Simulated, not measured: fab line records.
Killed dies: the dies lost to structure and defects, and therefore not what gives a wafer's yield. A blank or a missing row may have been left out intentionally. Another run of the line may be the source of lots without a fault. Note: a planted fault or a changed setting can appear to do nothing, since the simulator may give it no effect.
Which of the tools did it? -- flow gf180mcu -- 6 lots, 18 wafers sampled, at 2 steps of a route of 602

## WHAT THE GAUGES SHOWED, per wafer
GF_HV_LDD_THK_MEAS_57.
lot,measured,on,HV_LDD_CVD_56_THK (nm)
L478,day 13 08:29,film-metro-03,40.6 39.7 40.9
L488,day 16 21:33,film-metro-04,88.9 88.4 88.9
L491,day 18 02:26,film-metro-04,87.7 88.9 88.2
L495,day 19 06:36,film-metro-03,87.7 87.2 87.0
L496,day 19 14:26,film-metro-03,89.6 89.3 89.5
L498,day 20 07:36,film-metro-01,88.0 87.9 88.2

## WHICH TOOL RAN EACH LOT (tool, then ch and the chambers of the sampled wafers, then the start)
lot,GF_HV_LDD_CVD_56
L478,"lpcvd-02 ch 0, day 13 07:04"
L488,"lpcvd-01 ch 1, day 16 20:07"
L491,"lpcvd-01 ch 1, day 18 00:59"
L495,"lpcvd-01 ch 1, day 19 05:11"
L496,"lpcvd-02 ch 1, day 19 13:01"
L498,"lpcvd-02 ch 1, day 20 05:28"
- GF_HV_LDD_CVD_56: deposits Si3N4 from DCS/NH3, target thk 90 nm, time 1509 s.

## THE ANSWER, worked out from the rows above alone
Rule: usual is defined by the lots themselves. The widest of any qualifying gaps counts: lots, ordered by their means at a reading, are off when they make up no more than a third of the lots, leave a main group of 4 or more, and stand apart from it by 3 or more times the standard deviation of that group's means. A main group whose means are all the same, to the digits that the tables above print for the reading, isn't used. A lot without any number at a reading at which 4 lots or more have one is off too. Where the step has rows for the other lots, those lots are counted as sound.
Off: L478, at GF_HV_LDD_THK_MEAS_57 (HV_LDD_CVD_56_THK). Mean 88.4 nm and standard deviation 0.72 in the main group.
A tool fits if, at a process step before that reading, it ran every lot that is off, and no sound lot after the first of them. Those tools and the gauges at GF_HV_LDD_THK_MEAS_57 are tried in the same way. No candidate that was tried fits.

## WHAT HAD BEEN PUT IN BY THE SIMULATOR
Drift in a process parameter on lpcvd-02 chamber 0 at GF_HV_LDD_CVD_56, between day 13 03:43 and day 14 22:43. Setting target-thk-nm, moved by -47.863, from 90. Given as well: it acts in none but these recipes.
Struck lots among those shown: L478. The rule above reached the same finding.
